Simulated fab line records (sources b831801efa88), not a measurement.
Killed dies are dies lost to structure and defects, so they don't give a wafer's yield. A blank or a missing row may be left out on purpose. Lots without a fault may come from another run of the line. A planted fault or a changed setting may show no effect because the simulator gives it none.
fab line records / flow sky130
record: lots: 6 wafers: 18 lastDay: 50
route steps=708 shown GATE_OXIDE@188 PAD_OPEN@708
lots with no fault: from the same line, run without faults
startH: hours from the record's first day to the start of the lot's first wafer shown / waitH: time in hours since the lot's previous step / " the same as in the row above / L1.1+2: one row covering several wafers at once / - value missing, or start not given / * or withheld: withheld / < > ~ a bound
route shown NAME@n: names a module that has steps shown in the file, with the first one's number in the route / usual: mean/standard deviation of fault-free wafers / same: alike in all rows / chamber/n: place in a boat / sites: each site's reading / _std_site: standard deviation across them / _edge_site: outer sites' mean less inner sites' / radiusMm: for every site, how far away it sits from the centre of the wafer / mask NAME#n: copy n / behind: tool/chamber where the wafer was last shaped / hold: the reason the lot was held/the length of the hold in hours/how it ended / device: which transistor (n, p or np) failed to switch / end of line: the same wafers' tests at the end of the route / a step with no rows: only its recipe / killed: dies that structure and defects cost at the first sort, which is not the same as the wafer's yield / map: dies across one wafer; x = killed, . = not, _ = none there
set.NAME: the setting as run; set.NAME@STEP: as run at that earlier step / model.NAME: the simulator's own value behind a step, which no gauge read
certain route steps with their lots: each step a table, each wafer a row
services: the hour from which a tool's chamber was out of use, counted from the record's first day as startH (under 0 if before that day), plus the number of hours and why
== steps ==
step: SKY_GATE_OXIDE_OXIDATION_01
recipe: tempC: 900 ambient: O2 stabiliseS: 600 purgeS: 300 targetThkA: 102.68 oxTimeS: 1473
step: SKY_GATE_OXIDE_THK_MEAS_02
recipe: reads: SiO2_of_GATE_OXIDE_OXIDATION_01
usual: GATE_OXIDE_OXIDATION_00_THK: 10.19/0.19
lot.wafer=L619.3 tool=filmMetro-03 chamber=- startH=367.47 waitH=0.0 GATE_OXIDE_OXIDATION_00_THK[nm]=9.99
lot.wafer=L619.4 tool=filmMetro-03 chamber=- startH=367.47 waitH=0.0 GATE_OXIDE_OXIDATION_00_THK[nm]=9.93
lot.wafer=L619.6 tool=filmMetro-03 chamber=- startH=367.47 waitH=0.0 GATE_OXIDE_OXIDATION_00_THK[nm]=9.91
lot.wafer=L624.2 tool=filmMetro-03 chamber=- startH=409.93 waitH=0.0 GATE_OXIDE_OXIDATION_00_THK[nm]=9.81
lot.wafer=L624.3 tool=filmMetro-03 chamber=- startH=409.93 waitH=0.0 GATE_OXIDE_OXIDATION_00_THK[nm]=10.24
lot.wafer=L624.5 tool=filmMetro-03 chamber=- startH=409.93 waitH=0.0 GATE_OXIDE_OXIDATION_00_THK[nm]=10.10
lot.wafer=L625.1 tool=filmMetro-04 chamber=- startH=416.27 waitH=0.0 GATE_OXIDE_OXIDATION_00_THK[nm]=10.15
lot.wafer=L625.2 tool=filmMetro-04 chamber=- startH=416.27 waitH=0.0 GATE_OXIDE_OXIDATION_00_THK[nm]=10.12
lot.wafer=L625.4 tool=filmMetro-04 chamber=- startH=416.27 waitH=0.0 GATE_OXIDE_OXIDATION_00_THK[nm]=10.25
lot.wafer=L631.2 tool=filmMetro-03 chamber=- startH=466.57 waitH=0.0 GATE_OXIDE_OXIDATION_00_THK[nm]=10.29
lot.wafer=L631.4 tool=filmMetro-03 chamber=- startH=466.57 waitH=0.0 GATE_OXIDE_OXIDATION_00_THK[nm]=10.19
lot.wafer=L631.5 tool=filmMetro-03 chamber=- startH=466.57 waitH=0.0 GATE_OXIDE_OXIDATION_00_THK[nm]=10.37
lot.wafer=L632.1 tool=filmMetro-03 chamber=- startH=470.49 waitH=0.0 GATE_OXIDE_OXIDATION_00_THK[nm]=10.47
lot.wafer=L632.5 tool=filmMetro-03 chamber=- startH=470.49 waitH=0.0 GATE_OXIDE_OXIDATION_00_THK[nm]=10.34
lot.wafer=L632.6 tool=filmMetro-03 chamber=- startH=470.49 waitH=0.0 GATE_OXIDE_OXIDATION_00_THK[nm]=10.51
lot.wafer=L633.4 tool=filmMetro-01 chamber=- startH=476.89 waitH=0.0 GATE_OXIDE_OXIDATION_00_THK[nm]=10.02
lot.wafer=L633.5 tool=filmMetro-01 chamber=- startH=476.89 waitH=0.0 GATE_OXIDE_OXIDATION_00_THK[nm]=10.11
lot.wafer=L633.6 tool=filmMetro-01 chamber=- startH=476.89 waitH=0.0 GATE_OXIDE_OXIDATION_00_THK[nm]=10.04
step: SKY_GATE_OXIDE_DEHYDRATE_03
recipe: tempC: 200 timeS: 60
step: SKY_GATE_OXIDE_HMDS_04
recipe: primeTimeS: 60 primeTempC: 120
step: SKY_GATE_OXIDE_COAT_05
recipe: resist: NOVOLAK spinRpm: 3000 resistThkNm: 1140
step: SKY_GATE_OXIDE_SOFTBAKE_06
recipe: tempC: 90 timeS: 60 resist: NOVOLAK
step: SKY_GATE_OXIDE_EXPOSE_07
recipe: maskId: LVOM na: 0.6 sourceShape: conventional sigmaOuter: 0.6 polarization: unpolarized targetCdNm: 600 doseMj: 170
step: SKY_GATE_OXIDE_PEB_08
recipe: tempC: withheld timeS: * resist: NOVOLAK
step: SKY_GATE_OXIDE_DEVELOP_09
recipe: resist: NOVOLAK developer: TMAH developTimeS: 60 devTempC: 23
step: SKY_GATE_OXIDE_OVL_MEAS_10
usual: GATE_OXIDE_OVL: -1.2/1.4
lot.wafer=L619.3 tool=overlay-02 chamber=- startH=395.19 waitH=0.1 GATE_OXIDE_OVL[nm]=-1.6
lot.wafer=L619.4 tool=overlay-02 chamber=- startH=395.19 waitH=0.1 GATE_OXIDE_OVL[nm]=-1.2
lot.wafer=L619.6 tool=overlay-02 chamber=- startH=395.19 waitH=0.1 GATE_OXIDE_OVL[nm]=-2.5
lot.wafer=L624.2 tool=overlay-01 chamber=- startH=440.39 waitH=0.1 GATE_OXIDE_OVL[nm]=0.1
lot.wafer=L624.3 tool=overlay-01 chamber=- startH=440.39 waitH=0.1 GATE_OXIDE_OVL[nm]=0.3
lot.wafer=L624.5 tool=overlay-01 chamber=- startH=440.39 waitH=0.1 GATE_OXIDE_OVL[nm]=0.3
lot.wafer=L625.1 tool=overlay-02 chamber=- startH=446.28 waitH=0.1 GATE_OXIDE_OVL[nm]=-1.9
lot.wafer=L625.2 tool=overlay-02 chamber=- startH=446.28 waitH=0.1 GATE_OXIDE_OVL[nm]=0.1
lot.wafer=L625.4 tool=overlay-02 chamber=- startH=446.28 waitH=0.1 GATE_OXIDE_OVL[nm]=-0.8
lot.wafer=L631.2 tool=overlay-02 chamber=- startH=496.49 waitH=0.1 GATE_OXIDE_OVL[nm]=-1.7
lot.wafer=L631.4 tool=overlay-02 chamber=- startH=496.49 waitH=0.1 GATE_OXIDE_OVL[nm]=-1.7
lot.wafer=L631.5 tool=overlay-02 chamber=- startH=496.49 waitH=0.1 GATE_OXIDE_OVL[nm]=-1.3
lot.wafer=L632.1 tool=overlay-02 chamber=- startH=500.73 waitH=0.1 GATE_OXIDE_OVL[nm]=-1.6
lot.wafer=L632.5 tool=overlay-02 chamber=- startH=500.73 waitH=0.1 GATE_OXIDE_OVL[nm]=-0.5
lot.wafer=L632.6 tool=overlay-02 chamber=- startH=500.73 waitH=0.1 GATE_OXIDE_OVL[nm]=-3.4
lot.wafer=L633.4 tool=overlay-02 chamber=- startH=507.91 waitH=0.1 GATE_OXIDE_OVL[nm]=-4.8
lot.wafer=L633.5 tool=overlay-02 chamber=- startH=507.91 waitH=0.1 GATE_OXIDE_OVL[nm]=-2.9
lot.wafer=L633.6 tool=overlay-02 chamber=- startH=507.91 waitH=0.1 GATE_OXIDE_OVL[nm]=-4.2
step: SKY_GATE_OXIDE_IMPLANT_11
recipe: species: B energyKev: 10 doseCm2: 2.6e+12 tiltDeg: withheld
step: SKY_GATE_OXIDE_WET_ETCH_12
recipe: chemistry: dHF targetDepthNm: 16.8 dry: n2Spin target: SiO2 dilution: 100:1 tempC: 25 timeS: 336
step: SKY_GATE_OXIDE_STRIP_13
recipe: chemistry: O2/N2 powerW: 1400 pressureMtorr: 1500 platenTempC: withheld o2FlowSccm: 3000 n2FlowSccm: 300 overashFraction: 0.5
usual: chamberPressureMTorr: 1500/4.3 drypumpMotorCurrentA: 5.5/0.39 oesProductAu: 0.715/0.0044 stripTimeToEndpointS: 14.17/0.041
lot.wafer=L619.3 tool=plasmaAsher-04 chamber=1 startH=395.51 waitH=0.0 chamberPressureMTorr=1501 drypumpMotorCurrentA=4.9 oesProductAu=0.715 rfHoursCounterH=- stripTimeToEndpointS=14.20 model.NOVOLAK_of_GATE_OXIDE_COAT_05.thkNm=0
lot.wafer=L619.4 tool=plasmaAsher-04 chamber=0 startH=395.51 waitH=0.0 chamberPressureMTorr=1499 drypumpMotorCurrentA=5.6 oesProductAu=0.714 rfHoursCounterH=- stripTimeToEndpointS=14.21 model.NOVOLAK_of_GATE_OXIDE_COAT_05.thkNm=0
lot.wafer=L619.6 tool=plasmaAsher-04 chamber=0 startH=395.51 waitH=0.0 chamberPressureMTorr=1499 drypumpMotorCurrentA=5.6 oesProductAu=0.712 rfHoursCounterH=- stripTimeToEndpointS=14.18 model.NOVOLAK_of_GATE_OXIDE_COAT_05.thkNm=0
lot.wafer=L624.2 tool=plasmaAsher-01 chamber=1 startH=440.67 waitH=0.0 chamberPressureMTorr=- drypumpMotorCurrentA=- oesProductAu=- rfHoursCounterH=- stripTimeToEndpointS=- model.NOVOLAK_of_GATE_OXIDE_COAT_05.thkNm=1136
lot.wafer=L624.3 tool=plasmaAsher-01 chamber=0 startH=440.67 waitH=0.0 chamberPressureMTorr=- drypumpMotorCurrentA=- oesProductAu=- rfHoursCounterH=- stripTimeToEndpointS=- model.NOVOLAK_of_GATE_OXIDE_COAT_05.thkNm=1138
lot.wafer=L624.5 tool=plasmaAsher-01 chamber=0 startH=440.67 waitH=0.0 chamberPressureMTorr=- drypumpMotorCurrentA=- oesProductAu=- rfHoursCounterH=- stripTimeToEndpointS=- model.NOVOLAK_of_GATE_OXIDE_COAT_05.thkNm=1137
lot.wafer=L625.1 tool=plasmaAsher-02 chamber=1 startH=446.58 waitH=0.0 chamberPressureMTorr=- drypumpMotorCurrentA=- oesProductAu=- rfHoursCounterH=- stripTimeToEndpointS=- model.NOVOLAK_of_GATE_OXIDE_COAT_05.thkNm=1139
lot.wafer=L625.2 tool=plasmaAsher-02 chamber=0 startH=446.58 waitH=0.0 chamberPressureMTorr=- drypumpMotorCurrentA=- oesProductAu=- rfHoursCounterH=- stripTimeToEndpointS=- model.NOVOLAK_of_GATE_OXIDE_COAT_05.thkNm=1140
lot.wafer=L625.4 tool=plasmaAsher-02 chamber=0 startH=446.58 waitH=0.0 chamberPressureMTorr=- drypumpMotorCurrentA=- oesProductAu=- rfHoursCounterH=- stripTimeToEndpointS=- model.NOVOLAK_of_GATE_OXIDE_COAT_05.thkNm=1137
lot.wafer=L631.2 tool=plasmaAsher-04 chamber=0 startH=496.78 waitH=0.0 chamberPressureMTorr=1498 drypumpMotorCurrentA=5.6 oesProductAu=0.711 rfHoursCounterH=6 stripTimeToEndpointS=14.18 model.NOVOLAK_of_GATE_OXIDE_COAT_05.thkNm=0
lot.wafer=L631.4 tool=plasmaAsher-04 chamber=0 startH=496.78 waitH=0.0 chamberPressureMTorr=1501 drypumpMotorCurrentA=5.6 oesProductAu=0.719 rfHoursCounterH=- stripTimeToEndpointS=14.23 model.NOVOLAK_of_GATE_OXIDE_COAT_05.thkNm=0
lot.wafer=L631.5 tool=plasmaAsher-04 chamber=0 startH=496.78 waitH=0.0 chamberPressureMTorr=1503 drypumpMotorCurrentA=5.6 oesProductAu=0.712 rfHoursCounterH=- stripTimeToEndpointS=14.20 model.NOVOLAK_of_GATE_OXIDE_COAT_05.thkNm=0
lot.wafer=L632.1 tool=plasmaAsher-02 chamber=1 startH=501.02 waitH=0.0 chamberPressureMTorr=1500 drypumpMotorCurrentA=6.0 oesProductAu=0.719 rfHoursCounterH=77 stripTimeToEndpointS=14.18 model.NOVOLAK_of_GATE_OXIDE_COAT_05.thkNm=0
lot.wafer=L632.5 tool=plasmaAsher-02 chamber=1 startH=501.02 waitH=0.0 chamberPressureMTorr=1505 drypumpMotorCurrentA=6.0 oesProductAu=0.721 rfHoursCounterH=- stripTimeToEndpointS=14.27 model.NOVOLAK_of_GATE_OXIDE_COAT_05.thkNm=0
lot.wafer=L632.6 tool=plasmaAsher-02 chamber=0 startH=501.02 waitH=0.0 chamberPressureMTorr=1503 drypumpMotorCurrentA=5.8 oesProductAu=0.711 rfHoursCounterH=- stripTimeToEndpointS=14.15 model.NOVOLAK_of_GATE_OXIDE_COAT_05.thkNm=0
lot.wafer=L633.4 tool=plasmaAsher-04 chamber=1 startH=508.22 waitH=0.0 chamberPressureMTorr=1502 drypumpMotorCurrentA=4.9 oesProductAu=0.716 rfHoursCounterH=- stripTimeToEndpointS=14.13 model.NOVOLAK_of_GATE_OXIDE_COAT_05.thkNm=0
lot.wafer=L633.5 tool=plasmaAsher-04 chamber=1 startH=508.22 waitH=0.0 chamberPressureMTorr=1500 drypumpMotorCurrentA=4.9 oesProductAu=0.711 rfHoursCounterH=- stripTimeToEndpointS=14.16 model.NOVOLAK_of_GATE_OXIDE_COAT_05.thkNm=0
lot.wafer=L633.6 tool=plasmaAsher-04 chamber=0 startH=508.22 waitH=0.0 chamberPressureMTorr=1500 drypumpMotorCurrentA=5.6 oesProductAu=0.717 rfHoursCounterH=- stripTimeToEndpointS=14.14 model.NOVOLAK_of_GATE_OXIDE_COAT_05.thkNm=0
step: SKY_GATE_OXIDE_TW_MEAS_14
usual: GATE_OXIDE_TW: 222.0/2.1
lot.wafer=L619.3 tool=filmMetro-04 chamber=- startH=395.60 waitH=0.1 GATE_OXIDE_TW=225.4
lot.wafer=L619.4 tool=filmMetro-04 chamber=- startH=395.60 waitH=0.1 GATE_OXIDE_TW=225.5
lot.wafer=L619.6 tool=filmMetro-04 chamber=- startH=395.60 waitH=0.1 GATE_OXIDE_TW=224.2
lot.wafer=L624.2 tool=filmMetro-03 chamber=- startH=440.78 waitH=0.1 GATE_OXIDE_TW=219.0
lot.wafer=L624.3 tool=filmMetro-03 chamber=- startH=440.78 waitH=0.1 GATE_OXIDE_TW=219.1
lot.wafer=L624.5 tool=filmMetro-03 chamber=- startH=440.78 waitH=0.1 GATE_OXIDE_TW=219.4
lot.wafer=L625.1 tool=filmMetro-01 chamber=- startH=446.68 waitH=0.1 GATE_OXIDE_TW=223.9
lot.wafer=L625.2 tool=filmMetro-01 chamber=- startH=446.68 waitH=0.1 GATE_OXIDE_TW=222.8
lot.wafer=L625.4 tool=filmMetro-01 chamber=- startH=446.68 waitH=0.1 GATE_OXIDE_TW=222.4
lot.wafer=L631.2 tool=filmMetro-01 chamber=- startH=496.89 waitH=0.1 GATE_OXIDE_TW=219.9
lot.wafer=L631.4 tool=filmMetro-01 chamber=- startH=496.89 waitH=0.1 GATE_OXIDE_TW=220.8
lot.wafer=L631.5 tool=filmMetro-01 chamber=- startH=496.89 waitH=0.1 GATE_OXIDE_TW=221.3
lot.wafer=L632.1 tool=filmMetro-03 chamber=- startH=501.12 waitH=0.1 GATE_OXIDE_TW=222.1
lot.wafer=L632.5 tool=filmMetro-03 chamber=- startH=501.12 waitH=0.1 GATE_OXIDE_TW=222.0
lot.wafer=L632.6 tool=filmMetro-03 chamber=- startH=501.12 waitH=0.1 GATE_OXIDE_TW=221.2
lot.wafer=L633.4 tool=filmMetro-01 chamber=- startH=508.31 waitH=0.1 GATE_OXIDE_TW=222.2
lot.wafer=L633.5 tool=filmMetro-01 chamber=- startH=508.31 waitH=0.1 GATE_OXIDE_TW=222.6
lot.wafer=L633.6 tool=filmMetro-01 chamber=- startH=508.31 waitH=0.1 GATE_OXIDE_TW=221.7
step: SKY_PAD_OPEN_PROBE_99
usual: killed_at_M0_to_M3: 43/7.8 killed_at_M4_up: 3.2/1.9 killedAtContacts: 24/5 killedAtFrontEnd: 14/4.5 killedAtOther: 0.2/0.41 killedDies: 84/9.6 killedOnRim: 17/3.8 killedOpen: 47/6.9 killedShort: 38/6
same: grossDies: 492 killedAtBackSide: 0
lot.wafer=L619.3 tool=prober-02 chamber=- startH=1132.20 waitH=0.2 killed_at_M0_to_M3=48 killed_at_M4_up=2 killedAtContacts=31 killedAtFrontEnd=28 killedAtOther=0 killedDies=109 killedOnRim=24 killedOpen=67 killedShort=42
lot.wafer=L619.4 tool=prober-02 chamber=- startH=1132.25 waitH=0.2 killed_at_M0_to_M3=47 killed_at_M4_up=2 killedAtContacts=25 killedAtFrontEnd=21 killedAtOther=0 killedDies=95 killedOnRim=19 killedOpen=57 killedShort=38
lot.wafer=L619.6 tool=prober-02 chamber=- startH=1132.35 waitH=0.2 killed_at_M0_to_M3=61 killed_at_M4_up=3 killedAtContacts=25 killedAtFrontEnd=15 killedAtOther=0 killedDies=104 killedOnRim=16 killedOpen=59 killedShort=45
lot.wafer=L624.2 tool=prober-01 chamber=- startH=1158.96 waitH=0.1 killed_at_M0_to_M3=32 killed_at_M4_up=0 killedAtContacts=35 killedAtFrontEnd=424 killedAtOther=1 killedDies=492 killedOnRim=96 killedOpen=59 killedShort=33
lot.wafer=L624.3 tool=prober-01 chamber=- startH=1159.01 waitH=0.2 killed_at_M0_to_M3=56 killed_at_M4_up=2 killedAtContacts=21 killedAtFrontEnd=413 killedAtOther=0 killedDies=492 killedOnRim=96 killedOpen=56 killedShort=41
lot.wafer=L624.5 tool=prober-01 chamber=- startH=1159.11 waitH=0.2 killed_at_M0_to_M3=43 killed_at_M4_up=0 killedAtContacts=25 killedAtFrontEnd=424 killedAtOther=0 killedDies=492 killedOnRim=96 killedOpen=48 killedShort=29
lot.wafer=L625.1 tool=prober-02 chamber=- startH=1168.60 waitH=0.1 killed_at_M0_to_M3=46 killed_at_M4_up=5 killedAtContacts=22 killedAtFrontEnd=419 killedAtOther=0 killedDies=492 killedOnRim=96 killedOpen=51 killedShort=38
lot.wafer=L625.2 tool=prober-02 chamber=- startH=1168.65 waitH=0.1 killed_at_M0_to_M3=43 killed_at_M4_up=5 killedAtContacts=17 killedAtFrontEnd=427 killedAtOther=0 killedDies=492 killedOnRim=96 killedOpen=39 killedShort=40
lot.wafer=L625.4 tool=prober-02 chamber=- startH=1168.75 waitH=0.2 killed_at_M0_to_M3=42 killed_at_M4_up=6 killedAtContacts=28 killedAtFrontEnd=416 killedAtOther=0 killedDies=492 killedOnRim=96 killedOpen=48 killedShort=38
lot.wafer=L631.2 tool=prober-02 chamber=- startH=1190.29 waitH=0.1 killed_at_M0_to_M3=49 killed_at_M4_up=1 killedAtContacts=17 killedAtFrontEnd=15 killedAtOther=2 killedDies=84 killedOnRim=19 killedOpen=44 killedShort=40
lot.wafer=L631.4 tool=prober-02 chamber=- startH=1190.39 waitH=0.2 killed_at_M0_to_M3=46 killed_at_M4_up=2 killedAtContacts=34 killedAtFrontEnd=13 killedAtOther=0 killedDies=95 killedOnRim=18 killedOpen=51 killedShort=44
lot.wafer=L631.5 tool=prober-02 chamber=- startH=1190.44 waitH=0.2 killed_at_M0_to_M3=52 killed_at_M4_up=1 killedAtContacts=15 killedAtFrontEnd=15 killedAtOther=0 killedDies=83 killedOnRim=18 killedOpen=46 killedShort=37
lot.wafer=L632.1 tool=prober-01 chamber=- startH=1195.35 waitH=0.1 killed_at_M0_to_M3=40 killed_at_M4_up=4 killedAtContacts=30 killedAtFrontEnd=15 killedAtOther=0 killedDies=89 killedOnRim=18 killedOpen=49 killedShort=40
lot.wafer=L632.5 tool=prober-01 chamber=- startH=1195.55 waitH=0.2 killed_at_M0_to_M3=36 killed_at_M4_up=4 killedAtContacts=27 killedAtFrontEnd=10 killedAtOther=0 killedDies=77 killedOnRim=11 killedOpen=38 killedShort=39
lot.wafer=L632.6 tool=prober-01 chamber=- startH=1195.60 waitH=0.2 killed_at_M0_to_M3=41 killed_at_M4_up=2 killedAtContacts=24 killedAtFrontEnd=12 killedAtOther=0 killedDies=79 killedOnRim=12 killedOpen=45 killedShort=34
killed by level:class
L619.3 CONTACT:geometricParticle:open=14 FIELD_ISO:geometricParticle:open=10 POLY_GATE:geometricParticle:short=9 VIA2:geometricParticle:open=9 VIA3:geometricParticle:open=9 VIA1:geometricParticle:open=7 FIELD_ISO:geometricParticle:short=6 LI_CONTACT:geometricParticle:open=6
L619.4 VIA1:geometricParticle:open=11 CONTACT:geometricParticle:open=10 FIELD_ISO:geometricParticle:open=9 VIA2:geometricParticle:open=9 VIA3:geometricParticle:open=7 CONTACT:geometricParticle:short=6 VIA1:geometricParticle:short=6 LI_CONTACT:geometricParticle:open=5
L619.6 VIA1:geometricParticle:open=14 VIA2:geometricParticle:open=9 VIA3:geometricParticle:open=8 VIA1:geometricParticle:short=8 LI_CONTACT:geometricParticle:open=7 CONTACT:geometricParticle:open=6 POLY_GATE:geometricParticle:open=6 POLY_GATE:geometricParticle:short=5
L624.2 GATE_OXIDE:areaOxidation=400 CONTACT:geometricParticle:open=12 LI_CONTACT:geometricParticle:open=10 POLY_GATE:geometricParticle:open=7 VIA1:geometricParticle:open=6 VIA2:geometricParticle:open=6 FIELD_ISO:geometricParticle:open=5 FIELD_ISO:geometricParticle:short=4
L624.3 GATE_OXIDE:areaOxidation=395 VIA1:geometricParticle:open=12 CONTACT:geometricParticle:open=11 VIA3:geometricParticle:open=8 METAL1:geometricParticle:short=8 FIELD_ISO:geometricParticle:open=7 METAL2:geometricParticle:short=7 VIA1:geometricParticle:short=6
L624.5 GATE_OXIDE:areaOxidation=415 VIA1:geometricParticle:open=12 LI_CONTACT:geometricParticle:open=10 CONTACT:geometricParticle:open=8 VIA2:geometricParticle:open=6 VIA1:geometricParticle:short=5 VIA3:geometricParticle:open=5 METAL1:geometricParticle:short=4
L625.1 GATE_OXIDE:areaOxidation=403 VIA2:geometricParticle:open=11 LI_CONTACT:geometricParticle:open=8 VIA1:geometricParticle:open=8 METAL2:geometricParticle:short=6 LOCAL_INTERCONNECT:geometricParticle:short=5 CONTACT:geometricParticle:open=5 METAL4:geometricParticle:short=5
L625.2 GATE_OXIDE:areaOxidation=413 VIA3:geometricParticle:open=9 VIA1:geometricParticle:open=8 FIELD_ISO:geometricParticle:short=5 LI_CONTACT:geometricParticle:open=5 CONTACT:geometricParticle:short=5 METAL2:geometricParticle:short=5 METAL4:geometricParticle:short=5
L625.4 GATE_OXIDE:areaOxidation=406 VIA1:geometricParticle:open=14 CONTACT:geometricParticle:open=10 VIA2:geometricParticle:open=6 LI_CONTACT:geometricParticle:open=5 METAL4:geometricParticle:short=4 VIA1:geometricParticle:short=4 LOCAL_INTERCONNECT:geometricParticle:short=4
L631.2 VIA1:geometricParticle:open=10 VIA2:geometricParticle:open=9 METAL2:geometricParticle:short=7 CONTACT:geometricParticle:open=6 VIA2:geometricParticle:short=6 VIA3:geometricParticle:open=6 FIELD_ISO:geometricParticle:open=4 POLY_GATE:geometricParticle:short=4
L631.4 CONTACT:geometricParticle:open=15 VIA1:geometricParticle:open=14 CONTACT:geometricParticle:short=9 METAL2:geometricParticle:short=7 LI_CONTACT:geometricParticle:open=6 VIA2:geometricParticle:open=5 METAL1:geometricParticle:short=4 VIA1:geometricParticle:short=4
L631.5 VIA1:geometricParticle:open=10 VIA2:geometricParticle:open=9 METAL2:geometricParticle:short=7 VIA3:geometricParticle:open=6 POLY_GATE:geometricParticle:open=5 LI_CONTACT:geometricParticle:open=5 METAL1:geometricParticle:short=5 POLY_GATE:geometricParticle:short=4
L632.1 LI_CONTACT:geometricParticle:open=11 CONTACT:geometricParticle:open=8 VIA1:geometricParticle:open=8 VIA3:geometricParticle:open=8 VIA1:geometricParticle:short=6 FIELD_ISO:geometricParticle:short=5 POLY_GATE:geometricParticle:open=5 CONTACT:geometricParticle:short=5
L632.5 VIA1:geometricParticle:open=8 LOCAL_INTERCONNECT:geometricParticle:short=7 LI_CONTACT:geometricParticle:open=7 CONTACT:geometricParticle:open=7 METAL2:geometricParticle:short=7 POLY_GATE:geometricParticle:short=4 METAL1:geometricParticle:short=4 VIA3:geometricParticle:open=4
L632.6 VIA1:geometricParticle:open=13 CONTACT:geometricParticle:open=8 LI_CONTACT:geometricParticle:open=6 LOCAL_INTERCONNECT:geometricParticle:short=5 VIA2:geometricParticle:open=5 VIA3:geometricParticle:open=5 METAL1:geometricParticle:short=4 VIA1:geometricParticle:short=4
map L624.2 (x killed, . not)
__________xxxxxxxxxx_________
________xxxxxxxxxxxxxx_______
______xxxxxxxxxxxxxxxxxx_____
_____xxxxxxxxxxxxxxxxxxxx____
____xxxxxxxxxxxxxxxxxxxxxx___
___xxxxxxxxxxxxxxxxxxxxxxxx__
__xxxxxxxxxxxxxxxxxxxxxxxxxx_
_xxxxxxxxxxxxxxxxxxxxxxxxxxxx
_xxxxxxxxxxxxxxxxxxxxxxxxxxxx
_xxxxxxxxxxxxxxxxxxxxxxxxxxxx
_xxxxxxxxxxxxxxxxxxxxxxxxxxxx
_xxxxxxxxxxxxxxxxxxxxxxxxxxxx
_xxxxxxxxxxxxxxxxxxxxxxxxxxxx
_xxxxxxxxxxxxxxxxxxxxxxxxxxxx
_xxxxxxxxxxxxxxxxxxxxxxxxxxxx
__xxxxxxxxxxxxxxxxxxxxxxxxxx_
___xxxxxxxxxxxxxxxxxxxxxxxx__
____xxxxxxxxxxxxxxxxxxxxxx___
_____xxxxxxxxxxxxxxxxxxxx____
______xxxxxxxxxxxxxxxxxx_____
________xxxxxxxxxxxxxx_______
__________xxxxxxxxxx_________
map L625.1 (x killed, . not)
__________xxxxxxxxxx_________
________xxxxxxxxxxxxxx_______
______xxxxxxxxxxxxxxxxxx_____
_____xxxxxxxxxxxxxxxxxxxx____
____xxxxxxxxxxxxxxxxxxxxxx___
___xxxxxxxxxxxxxxxxxxxxxxxx__
__xxxxxxxxxxxxxxxxxxxxxxxxxx_
_xxxxxxxxxxxxxxxxxxxxxxxxxxxx
_xxxxxxxxxxxxxxxxxxxxxxxxxxxx
_xxxxxxxxxxxxxxxxxxxxxxxxxxxx
_xxxxxxxxxxxxxxxxxxxxxxxxxxxx
_xxxxxxxxxxxxxxxxxxxxxxxxxxxx
_xxxxxxxxxxxxxxxxxxxxxxxxxxxx
_xxxxxxxxxxxxxxxxxxxxxxxxxxxx
_xxxxxxxxxxxxxxxxxxxxxxxxxxxx
__xxxxxxxxxxxxxxxxxxxxxxxxxx_
___xxxxxxxxxxxxxxxxxxxxxxxx__
____xxxxxxxxxxxxxxxxxxxxxx___
_____xxxxxxxxxxxxxxxxxxxx____
______xxxxxxxxxxxxxxxxxx_____
________xxxxxxxxxxxxxx_______
__________xxxxxxxxxx_________
== services ==
tool=plasmaAsher-02 chamber=- startH=390.57 hours=28.1 kind=pm
tool=plasmaAsher-04 chamber=- startH=421.25 hours=9.0 kind=pm
tool=plasmaAsher-04 chamber=0 startH=421.25 hours=9.0 kind=ventCycle
tool=plasmaAsher-04 chamber=1 startH=421.25 hours=9.0 kind=ventCycle
tool=plasmaAsher-04 chamber=- startH=423.40 hours=4.6 kind=repair
tool=plasmaAsher-04 chamber=0 startH=430.25 hours=- kind=clean
tool=plasmaAsher-04 chamber=1 startH=430.25 hours=- kind=clean
tool=plasmaAsher-04 chamber=- startH=462.35 hours=2.8 kind=pm
== key ==
firstSign: step: SKY_GATE_OXIDE_STRIP_13 reading: toolRecord direction: missing
effect: step: SKY_PAD_OPEN_PROBE_99 reading: killedAtFrontEnd direction: up sigmas: 90 usual: 14 struck: 420
modelEffect: step: SKY_GATE_OXIDE_STRIP_13 value: NOVOLAK_of_GATE_OXIDE_COAT_05.thkNm without: 0 struck: 1138
moreKillsBornAt: SKY_GATE_OXIDE_OXIDATION_16@furnace-02: 2432
metAt SKY_GATE_OXIDE_STRIP_13
struckWafers L624.2,L624.3,L624.5,L625.1,L625.2,L625.4
laterRowsLeftOut L624.2,L624.3,L624.5,L625.1,L625.2,L625.4
testerLeftOut L624,L625
fault: kind: skippedStepWhole tool: plasmaAsher-01,plasmaAsher-02 chamber: - onsetH: 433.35 steps: SKY_GATE_OXIDE_STRIP_13 scope: struckLotsOnly
testerLeftOut: of these lots the tester's yield and bins aren't shown, on N5 and GAA mostly nor the transistor test; their killed dies are dies lost to structure and defects alone, not to doping, threshold or leakage, so they don't give the yield
laterRowsLeftOut: the simulator's readings of these wafers behind a module that went badly wrong aren't trusted and aren't shown, but for the sort
